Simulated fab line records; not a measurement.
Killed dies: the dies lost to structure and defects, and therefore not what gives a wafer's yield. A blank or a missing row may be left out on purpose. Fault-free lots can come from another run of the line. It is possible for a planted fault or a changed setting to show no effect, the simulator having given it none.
fab line records | flow sky130
record: lots: 14 | wafers: 42 | lastDay: 50
route steps=708 shown LI_CONTACT@378
lots untouched by any fault: they come from a run of this same line in which no faults occurred
startH: hours from the record's opening day to when the first of the lot's shown wafers began | waitH: hours since the lot's step before | " the same as in the row above | L1.1+2: a single row standing in for several wafers | - either no value or no given start | * or withheld: withheld | < > ~ a bound
route shown NAME@n: NAME is a module with steps in the file, n the number in the route of the first one | usual: average and standard deviation across the fault-free wafers | same: alike in all rows | chamber/n: place in a boat | sites: the reading at each site | _std_site: their standard deviation | _edge_site: the outer-site mean with the inner-site mean subtracted | radiusMm: for every site, how far away it sits from the centre of the wafer | mask NAME#n: copy n | behind: the last tool/chamber to shape the wafer | hold: why the lot went on hold/how many hours it stayed there/how the hold came to an end | device: names the non-switching transistor (n, p or np) | end of line: the same wafers' tests at the end of the route | a step without rows: its recipe alone | killed: dies that structure and defects cost at the first sort, which is not the same as the wafer's yield | map: the dies of a wafer, with x for killed, . for not killed, _ for no die there
set.NAME: the setting the step ran with; set.NAME@STEP: the setting that earlier step ran with | model.NAME: the simulator's own value behind a step, which no gauge read
a sample of lots followed through the steps of the route, with each step as a table and each wafer as a row
services: a tool's chamber out of use, with start hour (startH, from the record's first day; less than 0 if before it), hours out, and reason
== steps ==
step: SKY_LI_CONTACT_STRIP_16
recipe: chemistry: O2/N2 | powerW: 1400 | pressureMtorr: 1500 | platenTempC: withheld | o2FlowSccm: 3000 | n2FlowSccm: 300 | overashFraction: 0.5
usual: drypumpMotorCurrentA: 5.9/0.51 | n2FlowSccm: 299.9/0.87 | o2FlowSccm: 3000/9.2 | oesProductAu: 0.375/0.0052 | overashFraction: 0.5/0 | stripTimeToEndpointS: 3.50/0.032
lot.wafer | tool           | chamber | startH | waitH | drypumpMotorCurrentA | n2FlowSccm | o2FlowSccm | oesProductAu | overashFraction | rfHoursCounterH | stripTimeToEndpointS
L392.1    | plasmaAsher-04 | 0       | 680.27 | -     | 6.2                  | 298.9      | 2992       | 0.382        | 0.5             | 55              | 3.57
L392.4    | "              | 0       | "      | "     | 6.2                  | 300.0      | 2992       | 0.372        | 0.5             | -               | 3.54
L392.6    | "              | 0       | "      | "     | 6.2                  | 299.8      | 2996       | 0.375        | 0.5             | -               | 3.54
L393.1    | plasmaAsher-02 | 0       | 691.41 | -     | 6.4                  | 300.4      | 2996       | 0.381        | 0.5             | 100             | 3.51
L393.4    | "              | 1       | "      | "     | 5.1                  | 298.7      | 3004       | 0.373        | 0.5             | -               | 3.52
L393.5    | "              | 1       | "      | "     | 5.1                  | 300.3      | 3000       | 0.376        | 0.5             | -               | 3.54
L394.1    | plasmaAsher-04 | 0       | 701.87 | -     | 6.2                  | 300.3      | 2993       | 0.376        | 0.5             | 57              | 3.50
L394.3    | "              | 0       | "      | "     | 6.2                  | 300.8      | 3002       | 0.377        | 0.5             | -               | 3.51
L394.6    | "              | 0       | "      | "     | 6.2                  | 301.6      | 3018       | 0.385        | 0.5             | -               | 3.53
L395.3    | plasmaAsher-02 | 0       | 712.71 | -     | 6.4                  | 299.2      | 2992       | 0.376        | 0.5             | -               | 3.48
L395.4    | "              | 1       | "      | "     | 5.1                  | 300.1      | 2987       | 0.374        | 0.5             | -               | 3.51
L395.6    | "              | 1       | "      | "     | 5.1                  | 301.0      | 3006       | 0.375        | 0.5             | -               | 3.48
L398.3    | plasmaAsher-01 | 1       | 740.21 | -     | 6.0                  | 298.2      | 3002       | 0.382        | 0.5             | -               | 3.49
L398.4    | "              | 0       | "      | "     | 6.1                  | 300.5      | 3001       | 0.371        | 0.5             | -               | 3.50
L398.5    | "              | 1       | "      | "     | 6.0                  | 299.3      | 3001       | 0.370        | 0.5             | -               | 3.51
L399.2    | plasmaAsher-02 | 1       | 746.50 | -     | 5.0                  | 299.9      | 3010       | 0.375        | 0.5             | 0               | 3.44
L399.4    | "              | 1       | "      | "     | 5.1                  | 300.5      | 3018       | 0.375        | 0.5             | -               | 3.47
L399.5    | "              | 1       | "      | "     | 5.0                  | 299.0      | 3022       | 0.385        | 0.5             | -               | 3.48
L400.1    | plasmaAsher-02 | 0       | 750.46 | -     | 6.4                  | 299.0      | 3005       | 0.369        | 0.5             | 1               | 3.52
L400.3    | "              | 1       | "      | "     | 5.1                  | 299.5      | 2997       | 0.378        | 0.5             | -               | 3.49
L400.5    | "              | 1       | "      | "     | 5.0                  | 300.3      | 2996       | 0.370        | 0.5             | -               | 3.53
L401.2    | plasmaAsher-02 | 0       | 757.97 | -     | 6.4                  | 298.3      | 2997       | 0.373        | 0.7             | 2               | 3.47
L401.3    | "              | 1       | "      | "     | 5.1                  | 300.3      | 3003       | 0.363        | 0.7             | -               | 3.45
L401.4    | "              | 0       | "      | "     | 6.4                  | 298.9      | 3004       | 0.371        | 0.7             | -               | 3.45
L402.2    | plasmaAsher-04 | 0       | 765.51 | -     | 6.2                  | 301.3      | 2988       | 0.371        | 0.5             | 64              | 3.46
L402.3    | "              | 0       | "      | "     | 6.2                  | 302.1      | 3000       | 0.377        | 0.5             | -               | 3.43
L402.6    | "              | 0       | "      | "     | 6.1                  | 303.2      | 3008       | 0.370        | 0.5             | -               | 3.46
L403.1    | plasmaAsher-02 | 1       | 776.31 | -     | 5.0                  | 300.4      | 3013       | 0.366        | 0.7             | 3               | 3.56
L403.2    | "              | 0       | "      | "     | 6.4                  | 299.3      | 2997       | 0.378        | 0.7             | 3               | 3.49
L403.4    | "              | 0       | "      | "     | 6.4                  | 299.4      | 2994       | 0.375        | 0.7             | -               | 3.52
L411.1    | plasmaAsher-02 | 1       | 837.17 | -     | 5.0                  | 299.7      | 2980       | 0.376        | 0.5             | 10              | 3.48
L411.2    | "              | 0       | "      | "     | 6.4                  | 301.0      | 3010       | 0.374        | 0.5             | 10              | 3.48
L411.3    | "              | 0       | "      | "     | 6.4                  | 300.9      | 3023       | 0.372        | 0.5             | -               | 3.49
L412.4    | plasmaAsher-01 | 0       | 844.89 | -     | 6.1                  | 298.8      | 2994       | 0.377        | 0.5             | -               | 3.49
L412.5    | "              | 1       | "      | "     | 5.9                  | 300.3      | 3003       | 0.375        | 0.5             | -               | 3.47
L412.6    | "              | 0       | "      | "     | 6.1                  | 299.5      | 2991       | 0.375        | 0.5             | -               | 3.51
L413.3    | plasmaAsher-04 | 1       | 847.94 | -     | 6.3                  | 299.9      | 2994       | 0.379        | 0.5             | -               | 3.51
L413.4    | "              | 0       | "      | "     | 6.2                  | 299.3      | 3006       | 0.371        | 0.5             | -               | 3.52
L413.5    | "              | 0       | "      | "     | 6.2                  | 299.4      | 3004       | 0.379        | 0.5             | -               | 3.55
L414.1    | plasmaAsher-02 | 1       | 855.41 | -     | 5.1                  | 300.3      | 3001       | 0.383        | 0.5             | 12              | 3.58
L414.2    | "              | 0       | "      | "     | 6.4                  | 299.4      | 2997       | 0.373        | 0.5             | 12              | 3.54
L414.6    | "              | 1       | "      | "     | 5.0                  | 299.9      | 3001       | 0.374        | 0.5             | -               | 3.55
== services ==
tool           | chamber | startH | hours | kind
plasmaAsher-02 | -       | 733.75 | 9.0   | pm
plasmaAsher-02 | 0       | 733.75 | 9.0   | ventCycle
plasmaAsher-02 | 1       | 733.75 | 9.0   | ventCycle
plasmaAsher-02 | 0       | 742.75 | -     | clean
plasmaAsher-02 | 1       | 742.75 | -     | clean
plasmaAsher-01 | -       | 744.21 | 7.7   | repair
plasmaAsher-02 | -       | 770.56 | 0.5   | repair
plasmaAsher-04 | -       | 775.66 | 28.1  | pm
plasmaAsher-04 | -       | 803.76 | 15.6  | pm
plasmaAsher-02 | -       | 841.07 | 5.9   | repair
== key ==
firstSign: step: SKY_LI_CONTACT_STRIP_16 | reading: overashFraction | direction: up | sigmas: 99+ | usual: 0.5 | struck: 0.7
effect none on later readings
metAt SKY_LI_CONTACT_STRIP_16
struckLots L401,L403
testerLeftOut L401,L403
onsetBetween 750.46 757.97
fault: kind: processParameterDrift | tool: plasmaAsher-02 | chamber: - | onsetH: 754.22 | steps: SKY_LI_CONTACT_STRIP_16 | channel: overashFraction | offset: 0.2 | shape: step | endH: 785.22 | actsIn: theseRecipesOnly | stated: 0.5
testerLeftOut: of these lots the tester's yield and bins aren't shown, on N5 and GAA mostly nor the transistor test; their killed dies are dies lost to structure and defects alone, not to doping, threshold or leakage, so they don't give the yield
